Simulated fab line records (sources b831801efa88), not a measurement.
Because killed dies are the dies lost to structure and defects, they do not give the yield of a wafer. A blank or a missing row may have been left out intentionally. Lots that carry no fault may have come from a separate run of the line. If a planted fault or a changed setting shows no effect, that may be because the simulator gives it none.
Problem report in the 8D (eight disciplines) form, filled by code + flow gf180mcu + the parts of the form that need people (team, actions taken, sign-off) are left out

1. WHAT IS WRONG
Mean of overpolish_run_s at GF_V1_CMP_26: 0.042 s across 3 wafers in 3 lots; on wafers with no fault it is 15.000 s (standard deviation 0.0097). So: -99 or more standard deviations from the usual mean.
The step: polishes, stops on SiO2, t overpolish 15 s, target thk 0 nm.
First seen on wafer L534.6, day 22 18:55, on cmp-01. At this step, 35 wafers from 12 lots have a number in the record. Rule for "out", or "out of limits": more than 4 standard deviations from the usual mean. All remaining wafers that have a number are taken as sound.

2. WHAT THIS IS AND IS NOT
| question                    | is                                   | is not                                                                                       |
|-----------------------------|--------------------------------------|----------------------------------------------------------------------------------------------|
| which readings at this step | overpolish_run_s, time_to_endpoint_s | head_pressure_psi, motor_current_A                                                           |
| which lots                  | L534, L535, L536                     | L523, L524, L525, L526, L527, L528, L540, L541, L542                                         |
| which wafers of those lots  | L534.6, L535.2, L536.2               | L534.1, L535.4, L535.5, L536.1, L536.5                                                       |
| read on which tools         | cmp-01                               | cmp-02                                                                                       |
| when                        | from day 22 18:55                    | up to then (19 sound wafers); but 13 sound wafers of L535, L536, L540, L541, L542 came after |

3. THE SUSPECTS, EACH WITH WHAT RULES IT OUT
Counting: any tool at a process step up to the reading remains a suspect provided it ran every lot that is out. Sound lots after the first of them don't rule it out here, since some wafers of a struck lot are sound.
- cmp-01 at GF_V1_CMP_26 (polishes, stops on SiO2, t overpolish 15 s, target thk 0 nm): kept. Every lot that is out went through it, the first being L534 (day 22 18:55); the last sound lot it ran before that was L528 (day 20 07:13). On those wafers its own readings are out: overpolish_run_s, time_to_endpoint_s.
Remaining after the count: cmp-01 at GF_V1_CMP_26.

4. THE CAUSE (what the simulator had put in)
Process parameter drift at GF_V1_CMP_26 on cmp-01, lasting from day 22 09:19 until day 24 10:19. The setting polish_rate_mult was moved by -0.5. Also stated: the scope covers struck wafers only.
This tool alone remained once counting was done.

5. THE CHAIN OF EFFECTS, in route order
Rows list readings where the struck wafers' mean (over those with a number) sits beyond 3 standard deviations from the usual. Readings are gone through only where the record gives a usual standard deviation; hours: the median, over the lots, of the time from a lot's start at the first step in this table giving one to that lot's start at this step; sigmas: the change measured in usual standard deviations.
| hours | step                    | reading              | usual    | on struck wafers | change  | sigmas      |
|-------|-------------------------|----------------------|----------|------------------|---------|-------------|
| 0     | GF_V1_CMP_26            | overpolish_run_s     | 15.000 s | 0.042            | -14.958 | -99 or more |
| 0     | GF_V1_CMP_26            | time_to_endpoint_s   | 86 s     | 129              | +43     | +11         |
| 229   | GF_PASSIVATION_PROBE_99 | defect_limited_yield | 90.1 %   | 0.0              | -90.1   | -64         |
| 229   | GF_PASSIVATION_PROBE_99 | killed_at_M0_to_M3   | 21       | 461              | +440    | +92         |
| 229   | GF_PASSIVATION_PROBE_99 | killed_dies          | 49       | 492              | +443    | +62         |
| 229   | GF_PASSIVATION_PROBE_99 | killed_on_rim        | 9        | 96               | +87     | +28         |
| 229   | GF_PASSIVATION_PROBE_99 | sort_bin_3_pad_short | 0.5 %    | 90.3             | +89.8   | +99 or more |
| 229   | GF_PASSIVATION_PROBE_99 | sort_n_pass          | 443      | 0                | -443    | -62         |
| 229   | GF_PASSIVATION_PROBE_99 | sort_yield_pct       | 90.1 %   | 0.0              | -90.1   | -64         |
Process steps it contains:
- GF_V1_CMP_26: polishes, stops on SiO2, t overpolish 15 s, target thk 0 nm.
- GF_PASSIVATION_PROBE_99

6. HOW IT WOULD HAVE BEEN CAUGHT EARLIER
The fault began at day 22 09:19; the first out-of-limits reading in this record came at day 22 18:55, 10 hours later.
